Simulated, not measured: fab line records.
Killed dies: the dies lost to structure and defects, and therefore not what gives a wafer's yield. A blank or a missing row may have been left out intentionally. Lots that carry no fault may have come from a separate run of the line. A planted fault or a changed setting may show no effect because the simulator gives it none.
A lot that was struck, set against a sound lot    flow sky130    16 out of 708 route steps
Sound: wafers L804.1, L804.5, L804.6. Struck: wafer L823.3 (left out: L823.1, L823.2 of the same lot, which were not struck); the cause appears at the end.
Per side, at each step with rows, come the tool, then ch with its chambers, and then its first start. Under that, the readings that differ: sound wafers    struck wafers    difference of the means    sigmas: that difference in standard deviations of wafers without a fault.
alike: a reading whose means differ by less than 2 such deviations, as well as words and numbers matching on both sides. not compared: withheld readings; readings where some wafer has no value; bounds like >300 that might hide an equal value; numbers whose values overlap and for which the record gives no deviation.
Wherever a step has rows on one side only, a row that says differs or no value, or a row with sigmas, the two part there. When numbers do not overlap yet have no deviation, they are printed without sigmas and do not part them. A reading missing from all wafers of one side parts the sides only when that side holds two or more wafers.

first, 8 steps without rows for these wafers: SKY_POLY_GATE_DEHYDRATE_05 (time 60 s); SKY_POLY_GATE_HMDS_06 (prime time 60 s); SKY_POLY_GATE_COAT_07 (resist thk 110 nm); SKY_POLY_GATE_COAT_08 (resist thk 450 nm); SKY_POLY_GATE_SOFTBAKE_09 (time 90 s); SKY_POLY_GATE_EXPOSE_10 (exposes mask P1M, target cd 150 nm); SKY_POLY_GATE_PEB_11; SKY_POLY_GATE_DEVELOP_12 (develop time 60 s).
SKY_POLY_GATE_CD_MEAS_13: the cd target is 150 nm.
  sound on cd-sem-02, day 17 02:19; struck on cd-sem-02, day 24 01:46
  alike: cd-nm
SKY_POLY_GATE_OVL_MEAS_14:
  sound on overlay-01, day 17 02:26; struck on overlay-01, day 24 01:53
  alike: POLY_GATE_OVL
SKY_POLY_GATE_ETCH_15: etches BARC in N2/H2, stops on SiO2, time 118.5 s, target depth 110 nm.
  sound on rie-diel-02 ch 0,2,3, day 17 02:28; struck on rie-diel-01 ch 3, day 24 01:55
reading                sound              struck  difference  sigmas
oes-product-au (a.u.)  0.723 0.714 0.719  0.708   -0.011      -2
  alike: drypump-motor-current-A, run-length-s, throttle-valve-pct
  not compared: rf-hours-counter-h
SKY_POLY_GATE_ETCH_16: etches Si3N4 in CH3F/O2, stops on poly-Si, time 147.5 s, target depth 75 nm.
  sound on rie-diel-02 ch 0,2,3, day 17 02:33; struck on rie-diel-01 ch 3, day 24 02:00
  alike: drypump-motor-current-A, oes-product-au, run-length-s, throttle-valve-pct
  not compared: rf-hours-counter-h
SKY_POLY_GATE_ETCH_17: etches poly-Si in HBr/Cl2, stops on SiO2, target depth 180 nm, time 70.5 s.
  sound on rie-si-02 ch 0,2, day 17 02:39; struck on rie-si-01 ch 0, day 24 02:06
reading                                           sound              struck  difference  sigmas
oes-product-au (a.u.)                             0.988 0.999 0.987  0.835   -0.156      -20
run-length-s (s)                                  98.5 98.8 98.0     119.8   +21.4       +43
model.KrF-thick_of_POLY_GATE_COAT_08.thk-nm (nm)  139.1 135.6 139.1  111.2   -26.7       
model.SiO2_of_SONOS_ONO_CVD_04.thk-nm (nm)        4.222 4.178 4.25   3.328   -0.889      
  alike: drypump-motor-current-A, throttle-valve-pct
  not compared: rf-hours-counter-h
SKY_POLY_GATE_STRIP_18: strips in O2/N2.
  sound on plasma-asher-04 ch 0,1, day 17 02:43; struck on plasma-asher-04 ch 0, day 24 02:10
reading                       sound              struck  difference  sigmas
oes-product-au (a.u.)         0.368 0.360 0.362  0.342   -0.021      -5
strip-time-to-endpoint-s (s)  3.17 3.12 3.16     2.83    -0.32       -7
  alike: drypump-motor-current-A
  not compared: rf-hours-counter-h
then, 1 step without rows for these wafers: SKY_POLY_GATE_CLEAN_19 (cleans in SC1/SC2, time 150 s).
-- here the record skips 27 days between the struck wafers' starts before and after, leaving off in module POLY_GATE and picking up in module PAD_OPEN (first step shown: number 708 of the route) --
SKY_PAD_OPEN_PROBE_99:
  sound on prober-02, day 46 21:11; struck on prober-01, day 51 04:19
reading                          sound              struck  difference  sigmas
model.etest.tip-sonos.rs-ohm-sq  2844 2811 2851     2434    -401        
model.etest.tip-n.rs-ohm-sq      445.8 445.3 448.3  437.7   -8.8        
  alike: killed_at_M0_to_M3, killed_at_M4_up, killed-at-contacts, killed-at-front-end, killed-at-other, killed-dies, killed-open, killed-short

## WHERE THEY PART
First at SKY_POLY_GATE_ETCH_15; last, within this record, at SKY_POLY_GATE_STRIP_18. Later steps at which nothing parts them and some readings are alike: SKY_PAD_OPEN_PROBE_99.

WHY: what had been put in by the simulator
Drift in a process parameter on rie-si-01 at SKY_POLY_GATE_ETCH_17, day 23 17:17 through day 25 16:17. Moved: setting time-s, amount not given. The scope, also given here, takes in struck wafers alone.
